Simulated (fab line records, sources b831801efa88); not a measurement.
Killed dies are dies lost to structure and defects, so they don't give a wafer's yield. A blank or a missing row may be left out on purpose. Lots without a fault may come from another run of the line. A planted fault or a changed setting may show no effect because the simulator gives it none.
A struck lot beside a sound one | flow sky130 | 14 steps out of a route of 708
Sound: wafers L874.4, L874.5, L874.6. Struck: wafers L883.1, L883.5, L883.6. The cause comes at the end.
At each step with rows: each side's tool, then ch and its chambers, then its first start. Under that, the readings that differ: sound wafers | struck wafers | difference of the means | sigmas: that difference in standard deviations of wafers without a fault.
alike: readings whose means differ by less than 2 such deviations, and words and numbers that are the same on both sides. not compared: withheld readings, readings that some wafer has no value for, bounds like >300 that may hide the same value, and numbers for which the record gives no deviation and whose values overlap.
The two part at a step that has a row with sigmas, a row that says differs or no value, or rows on one side only. Numbers that don't overlap but have no deviation are shown without sigmas and don't part them. A reading that every wafer of one side lacks parts them only if that side has two wafers or more.

first, 2 steps without rows for these wafers: SKY_LDD_LDN_PEB_05; SKY_LDD_LDN_DEVELOP_06 (develop time 60 s).
SKY_LDD_LDN_OVL_MEAS_07:
  sound on overlay-01, day 23 09:49; struck on overlay-02, day 27 04:13
  alike: LDD_LDN_OVL
then, 4 steps without rows for these wafers: SKY_LDD_LDN_IMPLANT_08; SKY_LDD_LDN_IMPLANT_09; SKY_LDD_LDN_IMPLANT_10; SKY_LDD_LDN_IMPLANT_11.
SKY_LDD_LDN_STRIP_12: strips in O2/N2.
  sound on plasma_asher-04 ch 0,1, day 23 10:37; struck on plasma_asher-02 ch 0,1, day 27 04:51
  alike: drypump_motor_current_A, oes_product_au, strip_time_to_endpoint_s
  not compared: rf_hours_counter_h
SKY_LDD_LDN_TW_MEAS_13:
  sound on film_metro-03, day 23 10:43; struck on film_metro-04, day 27 04:57
  reading    | sound          | struck         | difference | sigmas
  LDD_LDN_TW | 1498 1491 1496 | 1466 1467 1464 | -29        | -3
then, 2 steps without rows for these wafers: SKY_LDD_LDN_CLEAN_14 (cleans in SC1/SC2, time 150 s); SKY_SPACER_CVD_00 (deposits Si3N4 from DCS/NH3, target thk 43.1 nm, time 740 s).
SKY_SPACER_THK_MEAS_01:
  sound on film_metro-02, day 23 13:01; struck on film_metro-02, day 27 06:32
  alike: SPACER_CVD_00_THK
SKY_SPACER_ETCHBACK_02: etches Si3N4 in CH3F/O2, stops on SiO2, time 46.7 s, target depth 45 nm.
  sound on rie_diel-03 ch 0,2,3, day 23 13:03; struck on rie_diel-03 ch 0,1,2, day 27 06:35
  no value came back on the struck wafers for any of 5 readings (O2_flow_sccm (sccm), bias_w (W) and others); on the sound wafers O2_flow_sccm (sccm) reads 29.92 29.94 30.00
  not compared: rf_hours_counter_h
-- the record jumps here: 21 days lie between the struck wafers' starts before and after (it left off in module SPACER and takes up again in module PAD_OPEN, whose first step shown is number 708 of the route) --
SKY_PAD_OPEN_PROBE_99:
  sound on prober-02, day 46 04:12; struck on prober-02, day 48 15:47
  reading             | sound    | struck                                                               | difference                   | sigmas
  hold                | - - -    | await_dispo/4.4h/scrap await_dispo/4.4h/scrap await_dispo/4.4h/scrap | no value on the sound wafers |
  killed_at_front_end | 15 17 13 | 424 421 420                                                          | +407                         | +92
  killed_dies         | 76 80 84 | 492 492 492                                                          | +412                         | +48
  killed_on_rim       | 16 19 17 | 96 96 96                                                             | +79                          | +22
  alike: killed_at_M0_to_M3, killed_at_M4_up, killed_at_contacts, killed_at_other, killed_open, killed_short

WHERE THEY PART
First at SKY_LDD_LDN_TW_MEAS_13; last, within this record, at SKY_PAD_OPEN_PROBE_99.

WHY: what the simulator had put in
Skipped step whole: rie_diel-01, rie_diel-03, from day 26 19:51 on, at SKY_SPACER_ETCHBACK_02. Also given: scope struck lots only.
